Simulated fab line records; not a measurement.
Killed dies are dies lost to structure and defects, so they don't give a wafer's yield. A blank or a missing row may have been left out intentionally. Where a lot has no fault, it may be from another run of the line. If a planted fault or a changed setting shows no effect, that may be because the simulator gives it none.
What tool caused it? ; flow sky130 ; 11 lots, 33 wafers sampled, at 3 steps of a route of 708

## WHAT THE GAUGES SHOWED, per wafer
SKY_LI_CONTACT_OVL_MEAS_13.
lot;measured;on;LI_CONTACT_OVL (nm)
L391;day 30 11:01;overlay-01;2 3 9
L393;day 31 12:19;overlay-01;1 5 -3
L395;day 31 15:01;overlay-01;0 1 10
L396;day 32 14:43;overlay-02;6 -2 -1
L398;day 33 04:40;overlay-01;3 5 10
L400;day 34 10:17;overlay-02;-6 -4 5
L406;day 34 17:50;overlay-01;4 -4 -9
L408;day 35 07:40;overlay-01;-2 2 -4
L409;day 35 08:40;overlay-01;4 2 2
L410;day 35 18:10;overlay-01;13 6 -4
L413;day 36 13:07;overlay-01;1 -8 3

SKY_CONTACT_CD_MEAS_14: the cd target is 170 nm.
lot;measured;on;cd_nm (nm)
L391;day 32 20:30;cd_sem-01;168.8 168.5 170.2
L393;day 33 19:19;cd_sem-02;168.9 169.7 169.5
L395;day 33 23:48;cd_sem-02;168.2 166.9 168.0
L396;day 34 22:48;cd_sem-01;168.2 169.5 167.6
L398;day 35 11:22;cd_sem-02;168.8 167.6 168.7
L400;day 36 17:11;cd_sem-01;170.9 170.0 169.1
L406;day 37 01:49;cd_sem-01;168.5 169.3 169.0
L408;day 37 14:03;cd_sem-01;170.3 170.7 169.7
L409;day 37 15:36;cd_sem-01;170.6 170.1 170.5
L410;day 37 23:52;cd_sem-01;169.6 170.6 171.2
L413;day 38 20:27;cd_sem-02;173.3 172.1 171.9

## WHAT TOOL EACH LOT RAN ON (gives the tool, then ch and the chambers of the sampled wafers, and finally the start)
lot;SKY_LI_CONTACT_SPUTTER_20
L391;pvd_sputter-01, day 30 11:33
L393;pvd_sputter-04, day 31 12:52
L395;pvd_sputter-04, day 31 15:33
L396;pvd_sputter-04, day 32 15:15
L398;pvd_sputter-03, day 33 05:12
L400;pvd_sputter-01, day 34 10:49
L406;pvd_sputter-03, day 34 18:22
L408;pvd_sputter-01, day 35 08:13
L409;pvd_sputter-01, day 35 09:13
L410;pvd_sputter-03, day 35 18:42
L413;pvd_sputter-03, day 36 13:40
- SKY_LI_CONTACT_SPUTTER_20: material TiN, target thk 20 nm, time 80 s.

## WHAT THE TOOLS THEMSELVES READ (means of the sampled wafers that have a number; where no wafer has one, the mark that the record gives instead)
SKY_LI_CONTACT_SPUTTER_20.
lot;tool;throttle_valve_pct (%)
L391;pvd_sputter-01;29.7
L393;pvd_sputter-04;30.1
L395;pvd_sputter-04;30.1
L396;pvd_sputter-04;30.2
L398;pvd_sputter-03;30.2
L400;pvd_sputter-01;29.5
L406;pvd_sputter-03;30.5
L408;pvd_sputter-01;29.2
L409;pvd_sputter-01;29.6
L410;pvd_sputter-03;30.8
L413;pvd_sputter-03;31.0

## THE ANSWER, worked out from the rows above alone
Rule: the lots themselves supply what counts as usual. Put in order of their means at a reading, lots are off if they are a third of the lots or fewer, leave a main group of 4 or more, and stand apart from it by a gap of 3 or more times the standard deviation of the main group's means; of several such gaps the widest counts. The tables above print the reading to a certain number of digits; a main group whose means all agree to those digits is not used. Also off: a lot with no number at a reading for which 4 or more lots have one. Any other lot the step has rows for is counted as sound. First the gauges in route order, then the tools' own readings, where a lot's mean is used as printed above. The first step at which some lot is off is used, and at that step the reading that is off furthest; a lot without a number counts as furthest.
None of the lots is off at any reading shown; this tells nothing.

## WHAT THE SIMULATOR HAD INSERTED
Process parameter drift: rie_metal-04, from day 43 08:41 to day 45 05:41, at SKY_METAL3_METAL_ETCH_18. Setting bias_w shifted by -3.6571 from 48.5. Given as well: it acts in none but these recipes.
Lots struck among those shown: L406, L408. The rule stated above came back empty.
